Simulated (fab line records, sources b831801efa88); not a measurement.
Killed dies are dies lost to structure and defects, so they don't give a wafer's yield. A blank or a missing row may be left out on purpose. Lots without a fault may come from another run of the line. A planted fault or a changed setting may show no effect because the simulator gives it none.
fab line records | flow sky130
record lots=7 wafers=21 last_day=49
route steps=708 shown RES_XHIGH@332 SD_N@342
lots that met no fault: from a run of the same line without faults
start_h: hours from the record's first day to the start of the lot's first wafer shown | wait_h: hours since the lot's step before | " the same as in the row above | L1.1+2: a row that stands for several wafers | - no value, or no start given | * or withheld: withheld | < > ~ a bound
route shown NAME@n: a module of which the file shows steps, and the number in the route of the first | usual: mean/standard deviation of fault-free wafers | same: alike in all rows | chamber/n: place in a boat | sites: the reading at each site | _std_site: their standard deviation | _edge_site: outer sites' mean less inner sites' | radius_mm: how far each site lies from the wafer's centre | mask NAME#n: copy n | behind: the tool/chamber that last shaped the wafer | hold: why the lot was held/for how many hours/how that ended | device: the transistor (n, p or np) that didn't switch | end of line: the same wafers' tests at the end of the route | a step without rows: its recipe alone | killed: dies lost to structure and defects at the first sort, not the wafer's yield | map: a wafer's dies, x killed, . not, _ none there
set.NAME: the setting as run; set.NAME@STEP: as run at that earlier step | model.NAME: the simulator's own value behind a step, which no gauge read
lots at some steps of the route; a table a step, a row a wafer
services: from which hour (start_h, from the record's first day; less than 0 if before it) a tool's chamber was out of use, for how many hours, and why
## steps
# step SKY_RES_XHIGH_DEHYDRATE_00
# recipe temp_c=200 time_s=60
# step SKY_RES_XHIGH_HMDS_01
# recipe prime_time_s=60 prime_temp_c=120
# step SKY_RES_XHIGH_COAT_02
# recipe resist=NOVOLAK spin_rpm=3000 resist_thk_nm=1140
# step SKY_RES_XHIGH_SOFTBAKE_03
# recipe temp_c=90 time_s=60 resist=NOVOLAK
# step SKY_RES_XHIGH_EXPOSE_04
# recipe mask_id=URPM na=0.6 source_shape=conventional sigma_outer=0.6 polarization=unpolarized target_cd_nm=1270 dose_mj=140
# step SKY_RES_XHIGH_PEB_05
# recipe temp_c=withheld time_s=* resist=NOVOLAK
# step SKY_RES_XHIGH_DEVELOP_06
# recipe resist=NOVOLAK developer=TMAH develop_time_s=60 dev_temp_c=23
# step SKY_RES_XHIGH_IMPLANT_07
# recipe species=BF2 energy_kev=20 dose_cm2=3.6e+14 tilt_deg=0
# step SKY_RES_XHIGH_STRIP_08
# recipe chemistry=O2/N2 power_w=1400 pressure_mtorr=1500 platen_temp_c=withheld o2_flow_sccm=3000 n2_flow_sccm=300 overash_fraction=0.5
# usual drypump_motor_current_A=5.6/0.32 oes_product_au=0.711/0.0044 strip_time_to_endpoint_s=14.27/0.043
# same overash_fraction=0.5
# columns lot.wafer tool chamber start_h wait_h drypump_motor_current_A oes_product_au rf_hours_counter_h strip_time_to_endpoint_s
L793.3 plasma_asher-02 0 623.63 0.1 5.8 0.713 - 14.25
L793.4 " 1 " " 5.6 0.715 - 14.19
L793.6 " 1 " " 5.5 0.710 - 14.24
L799.1 plasma_asher-03 0 671.16 0.1 4.8 0.704 99 14.29
L799.3 " 0 " " 4.8 0.704 - 14.32
L799.4 " 1 " " 5.8 0.715 - 14.27
L800.1 plasma_asher-01 1 676.46 0.1 5.3 0.716 24 14.25
L800.2 " 0 " " 5.3 0.713 24 14.24
L800.6 " 0 " " 5.3 0.705 - 14.25
L801.1 plasma_asher-02 1 692.80 0.1 5.6 0.713 86 14.30
L801.2 " 0 " " 5.9 0.710 86 14.29
L801.3 " 0 " " 5.8 0.706 - 14.31
L806.3 plasma_asher-02 1 731.49 0.1 5.6 0.703 - 14.18
L806.4 " 0 " " 5.8 0.707 - 14.18
L806.6 " 1 " " 5.6 0.703 - 14.23
L811.4 plasma_asher-01 0 783.04 0.1 5.2 0.712 - 14.30
L811.5 " 1 " " 5.3 0.710 - 14.30
L811.6 " 0 " " 5.2 0.708 - 14.35
L812.1 plasma_asher-03 0 786.86 0.1 4.8 0.713 5 14.33
L812.3 " 0 " " 4.8 0.714 - 14.30
L812.5 " 1 " " 5.9 0.711 - 14.29
# step SKY_RES_XHIGH_TW_MEAS_09
# usual RES_XHIGH_TW=1648/15
# columns lot.wafer tool chamber start_h wait_h RES_XHIGH_TW
L793.3 film_metro-01 - 623.72 0.1 1622
L793.4 " - " " 1625
L793.6 " - " " 1635
L799.1 film_metro-04 - 671.26 0.1 1644
L799.3 " - " " 1651
L799.4 " - " " 1649
L800.1 film_metro-04 - 676.56 0.1 1644
L800.2 " - " " 1639
L800.6 " - " " 1654
L801.1 film_metro-03 - 692.90 0.1 1653
L801.2 " - " " 1649
L801.3 " - " " 1642
L806.3 film_metro-01 - 731.58 0.1 1632
L806.4 " - " " 1628
L806.6 " - " " 1627
L811.4 film_metro-03 - 783.14 0.1 1666
L811.5 " - " " 1672
L811.6 " - " " 1671
L812.1 film_metro-03 - 786.96 0.1 1657
L812.3 " - " " 1661
L812.5 " - " " 1661
# step SKY_SD_N_DEHYDRATE_00
# recipe temp_c=200 time_s=60
# step SKY_SD_N_HMDS_01
# recipe prime_time_s=60 prime_temp_c=120
# step SKY_SD_N_COAT_02
# recipe resist=NOVOLAK spin_rpm=3000 resist_thk_nm=1140
# usual chill_plate_temp_C=23.01/0.096 dispense_pressure_kPa=51/4.9
# columns lot.wafer tool chamber start_h wait_h chill_plate_temp_C dispense_pressure_kPa
L793.3 litho_track-01 0 638.16 0.1 22.94 48
L793.4 " 0 " " 22.91 47
L793.6 " 0 " " 22.90 47
L799.1 litho_track-02 - 685.01 0.1 - -
L799.3 " - " " - -
L799.4 " - " " - -
L800.1 litho_track-01 - 690.61 0.1 - -
L800.2 " - " " - -
L800.6 " - " " - -
L801.1 litho_track-01 - 705.81 0.1 - -
L801.2 " - " " - -
L801.3 " - " " - -
L806.3 litho_track-03 0 745.40 0.1 22.99 58
L806.4 " 0 " " 22.95 58
L806.6 " 0 " " 23.04 58
L811.4 litho_track-03 0 795.93 0.1 22.97 57
L811.5 " 0 " " 23.00 58
L811.6 " 0 " " 22.95 57
L812.1 litho_track-03 0 800.30 0.1 22.97 57
L812.3 " 0 " " 23.09 57
L812.5 " 0 " " 23.15 58
# step SKY_SD_N_SOFTBAKE_03
# recipe temp_c=90 time_s=60 resist=NOVOLAK
# step SKY_SD_N_EXPOSE_04
# recipe mask_id=NSDM na=0.6 source_shape=conventional sigma_outer=0.6 polarization=unpolarized target_cd_nm=380 dose_mj=141
# step SKY_SD_N_PEB_05
# recipe temp_c=withheld time_s=* resist=NOVOLAK
# step SKY_SD_N_DEVELOP_06
# recipe resist=NOVOLAK developer=TMAH develop_time_s=60 dev_temp_c=23
# step SKY_SD_N_CD_MEAS_07
# recipe target_cd_nm=380
# usual cd_nm=379.9/2.3
# columns lot.wafer tool chamber start_h wait_h cd_nm
L793.3 cd_sem-02 - 651.75 0.1 379.9
L793.4 " - " " 379.9
L793.6 " - " " 379.1
L799.1 cd_sem-01 - 699.06 0.1 -
L799.3 " - " " -
L799.4 " - " " -
L800.1 cd_sem-01 - 703.55 0.1 -
L800.2 " - " " -
L800.6 " - " " -
L801.1 cd_sem-02 - 720.65 0.1 -
L801.2 " - " " -
L801.3 " - " " -
L806.3 cd_sem-02 - 758.69 0.1 378.5
L806.4 " - " " 380.7
L806.6 " - " " 380.6
L811.4 cd_sem-01 - 809.37 0.1 381.4
L811.5 " - " " 379.6
L811.6 " - " " 381.8
L812.1 cd_sem-01 - 812.76 0.1 381.9
L812.3 " - " " 382.2
L812.5 " - " " 381.3
# step SKY_SD_N_OVL_MEAS_08
# usual SD_N_OVL=-0.7/1.5
# columns lot.wafer tool chamber start_h wait_h SD_N_OVL[nm]
L793.3 overlay-01 - 651.85 0.1 -1.5
L793.4 " - " " 0.1
L793.6 " - " " -2.3
L799.1 overlay-01 - 699.18 0.1 -
L799.3 " - " " -
L799.4 " - " " -
L800.1 overlay-01 - 703.67 0.1 -
L800.2 " - " " -
L800.6 " - " " -
L801.1 overlay-02 - 720.77 0.1 -
L801.2 " - " " -
L801.3 " - " " -
L806.3 overlay-01 - 758.78 0.1 -1.5
L806.4 " - " " -0.3
L806.6 " - " " 0.3
L811.4 overlay-01 - 809.45 0.1 -1.6
L811.5 " - " " -1.6
L811.6 " - " " -0.6
L812.1 overlay-02 - 812.88 0.1 -0.5
L812.3 " - " " -0.5
L812.5 " - " " -0.1
## services
# columns tool chamber start_h hours kind
plasma_asher-02 - 624.75 4.5 repair
plasma_asher-03 - 725.31 4.1 repair
plasma_asher-03 - 733.75 9.0 pm
plasma_asher-03 0 733.75 9.0 vent_cycle
plasma_asher-03 1 733.75 9.0 vent_cycle
plasma_asher-03 0 742.75 - clean
plasma_asher-03 1 742.75 - clean
plasma_asher-01 - 746.49 15.6 pm
plasma_asher-03 - 783.23 1.3 repair
## key
first_sign step=SKY_SD_N_COAT_02 reading=tool_record direction=missing
effect step=SKY_SD_N_CD_MEAS_07 reading=cd_nm direction=missing
effect step=SKY_SD_N_OVL_MEAS_08 reading=SD_N_OVL direction=missing
met_at SKY_SD_N_COAT_02
struck_wafers L799.1,L799.3,L799.4,L800.1,L800.2,L800.6,L801.1,L801.2,L801.3
sort_left_out L799.1,L799.3,L799.4,L800.1,L800.2,L800.6,L801.1,L801.2,L801.3
tester_left_out L799,L800,L801
onset_between 638.16 685.01
fault kind=skipped_step_whole tool=litho_track-01,litho_track-02 chamber=- onset_h=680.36 steps=SKY_SD_N_COAT_02 scope=struck_lots_only
# tester_left_out: of these lots the tester's yield and bins aren't shown, on N5 and GAA mostly nor the transistor test; their killed dies are dies lost to structure and defects alone, not to doping, threshold or leakage, so they don't give the yield
# sort_left_out: the simulated sort isn't trusted on such a fault, so these wafers' sort isn't shown, and their yield isn't known
